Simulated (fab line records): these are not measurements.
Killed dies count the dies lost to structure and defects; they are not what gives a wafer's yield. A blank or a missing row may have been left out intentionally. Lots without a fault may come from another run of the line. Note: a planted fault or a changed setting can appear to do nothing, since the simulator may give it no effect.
The tool behind it: which one? / flow gf180mcu / 11 lots with 33 wafers sampled at 4 steps, on a route of 602 steps

## WHAT THE GAUGES READ, wafer by wafer
GF_CONTACT_THK_MEAS_03. Usual: CONTACT_CVD_02_THK 859 nm, standard deviation 11.
lot=L447; measured=day 15 17:40; on=filmMetro-04; CONTACT_CVD_02_THK (nm)=869 874 879; flag=
lot=L449; measured=day 16 09:24; on=filmMetro-04; CONTACT_CVD_02_THK (nm)=864 864 866; flag=
lot=L451; measured=day 16 20:42; on=filmMetro-04; CONTACT_CVD_02_THK (nm)=846 873 857; flag=
lot=L459; measured=day 19 22:41; on=filmMetro-01; CONTACT_CVD_02_THK (nm)=845 863 871; flag=
lot=L461; measured=day 20 19:17; on=filmMetro-02; CONTACT_CVD_02_THK (nm)=844 856 849; flag=
lot=L462; measured=day 21 03:46; on=filmMetro-04; CONTACT_CVD_02_THK (nm)=857 860 875; flag=
lot=L463; measured=day 21 09:25; on=filmMetro-01; CONTACT_CVD_02_THK (nm)=857 852 862; flag=
lot=L464; measured=day 21 23:12; on=filmMetro-02; CONTACT_CVD_02_THK (nm)=847 847 863; flag=
lot=L465; measured=day 22 00:07; on=filmMetro-01; CONTACT_CVD_02_THK (nm)=853 851 863; flag=
lot=L466; measured=day 22 08:47; on=filmMetro-01; CONTACT_CVD_02_THK (nm)=845 849 865; flag=
lot=L468; measured=day 23 02:40; on=filmMetro-04; CONTACT_CVD_02_THK (nm)=855 866 873; flag=

GF_CONTACT_CD_MEAS_14: target cd 220 nm. Usual: cdNm 220.3 nm, standard deviation 1.8.
lot=L447; measured=day 16 16:45; on=cdSem-02; cdNm (nm)=218.7 219.3 219.1; flag=
lot=L449; measured=day 17 08:20; on=cdSem-01; cdNm (nm)=220.6 219.1 218.7; flag=
lot=L451; measured=day 17 20:11; on=cdSem-01; cdNm (nm)=223.6 224.5 223.4; flag=
lot=L459; measured=day 20 23:14; on=cdSem-01; cdNm (nm)=222.8 222.4 222.2; flag=
lot=L461; measured=day 21 19:49; on=cdSem-01; cdNm (nm)=218.0 218.9 218.9; flag=
lot=L462; measured=day 22 03:29; on=cdSem-02; cdNm (nm)=219.3 218.9 219.2; flag=
lot=L463; measured=day 22 09:06; on=cdSem-01; cdNm (nm)=222.9 222.1 222.4; flag=
lot=L464; measured=day 22 22:59; on=cdSem-01; cdNm (nm)=216.8 216.4 216.5; flag=
lot=L465; measured=day 22 23:13; on=cdSem-02; cdNm (nm)=218.0 218.9 218.5; flag=
lot=L466; measured=day 23 08:04; on=cdSem-01; cdNm (nm)=220.6 221.2 220.5; flag=
lot=L468; measured=day 24 01:50; on=cdSem-02; cdNm (nm)=221.5 222.3 220.8; flag=

GF_V1_THK_MEAS_03. Usual: V1_CVD_02_THK 847 nm, standard deviation 9.1.
lot=L447; measured=day 17 18:28; on=filmMetro-02; V1_CVD_02_THK (nm)=844 847 855; flag=
lot=L449; measured=day 18 11:00; on=filmMetro-01; V1_CVD_02_THK (nm)=933 944 942; flag=OFF
lot=L451; measured=day 18 22:15; on=filmMetro-03; V1_CVD_02_THK (nm)=931 952 945; flag=OFF
lot=L459; measured=day 22 02:36; on=filmMetro-03; V1_CVD_02_THK (nm)=831 856 852; flag=
lot=L461; measured=day 22 21:16; on=filmMetro-01; V1_CVD_02_THK (nm)=848 857 850; flag=
lot=L462; measured=day 23 04:38; on=filmMetro-02; V1_CVD_02_THK (nm)=846 851 858; flag=
lot=L463; measured=day 23 10:36; on=filmMetro-01; V1_CVD_02_THK (nm)=839 840 849; flag=
lot=L464; measured=day 23 23:47; on=filmMetro-03; V1_CVD_02_THK (nm)=830 833 851; flag=
lot=L465; measured=day 24 00:55; on=filmMetro-03; V1_CVD_02_THK (nm)=833 832 842; flag=
lot=L466; measured=day 24 09:16; on=filmMetro-03; V1_CVD_02_THK (nm)=830 837 856; flag=
lot=L468; measured=day 25 02:55; on=filmMetro-03; V1_CVD_02_THK (nm)=842 841 840; flag=

## WHICH TOOL RAN EACH LOT (tool, then ch and the chambers of the sampled wafers, then the start)
lot=L447; GF_V1_CVD_02=pecvd-01 ch 0,1,2, day 17 18:24
lot=L449; GF_V1_CVD_02=pecvd-01 ch 0,1,2, day 18 10:55
lot=L451; GF_V1_CVD_02=pecvd-01 ch 1,2, day 18 22:11
lot=L459; GF_V1_CVD_02=pecvd-01 ch 1,2, day 22 02:32
lot=L461; GF_V1_CVD_02=pecvd-03 ch 0,1,2, day 22 21:12
lot=L462; GF_V1_CVD_02=pecvd-02 ch 0,1,2, day 23 04:34
lot=L463; GF_V1_CVD_02=pecvd-01 ch 0,1, day 23 10:32
lot=L464; GF_V1_CVD_02=pecvd-01 ch 0,2, day 23 23:43
lot=L465; GF_V1_CVD_02=pecvd-03 ch 0,1, day 24 00:51
lot=L466; GF_V1_CVD_02=pecvd-01 ch 1,2, day 24 09:12
lot=L468; GF_V1_CVD_02=pecvd-01 ch 1,2, day 25 02:51
- GF_V1_CVD_02: deposits SiO2 from TEOS, target thk 850 nm, time 94.851 s.

## WHAT THE TOOLS THEMSELVES READ (means of the sampled wafers that have a number; where no wafer has one, the mark that the record gives instead)
GF_V1_CVD_02. Usual: heaterPowerW 638 W, standard deviation 81; rfFwdPowerW 596.8 W, standard deviation 2.1.
lot=L447; tool=pecvd-01; heaterPowerW (W)=638; rfFwdPowerW (W)=598.6; flag=
lot=L449; tool=pecvd-01; heaterPowerW (W)=559; rfFwdPowerW (W)=837.7; flag=OFF
lot=L451; tool=pecvd-01; heaterPowerW (W)=561; rfFwdPowerW (W)=837.8; flag=OFF
lot=L459; tool=pecvd-01; heaterPowerW (W)=711; rfFwdPowerW (W)=598.3; flag=
lot=L461; tool=pecvd-03; heaterPowerW (W)=607; rfFwdPowerW (W)=595.2; flag=
lot=L462; tool=pecvd-02; heaterPowerW (W)=675; rfFwdPowerW (W)=595.5; flag=
lot=L463; tool=pecvd-01; heaterPowerW (W)=647; rfFwdPowerW (W)=597.8; flag=
lot=L464; tool=pecvd-01; heaterPowerW (W)=600; rfFwdPowerW (W)=598.7; flag=
lot=L465; tool=pecvd-03; heaterPowerW (W)=607; rfFwdPowerW (W)=596.7; flag=
lot=L466; tool=pecvd-01; heaterPowerW (W)=593; rfFwdPowerW (W)=597.0; flag=
lot=L468; tool=pecvd-01; heaterPowerW (W)=660; rfFwdPowerW (W)=597.0; flag=

## THE ANSWER, worked out from the rows above alone
Rule: lot off if the mean of its wafers having a number is beyond 3 standard deviations from the usual mean. Also off: a lot with no number at a reading for which 4 or more lots have one. The other lots that the step has rows for count as sound. Order of review: gauges by route order, followed by the tools' own readings, for which a lot's mean as printed above is used. The first step at which some lot is off is used, and at that step the reading that is off furthest; a lot without a number counts as furthest.
Off: L449, L451, seen at GF_V1_THK_MEAS_03 (V1_CVD_02_THK).
A tool fits if, at a process step before that reading, it ran every lot that is off, and no sound lot after the first of them. Not tried: the gauges at GF_V1_THK_MEAS_03; whatever is off there is also off at GF_V1_CVD_02, on other tools, and gauge error can't account for it. Not one of the candidates tried fits.

## WHAT THE SIMULATOR HAD PUT IN
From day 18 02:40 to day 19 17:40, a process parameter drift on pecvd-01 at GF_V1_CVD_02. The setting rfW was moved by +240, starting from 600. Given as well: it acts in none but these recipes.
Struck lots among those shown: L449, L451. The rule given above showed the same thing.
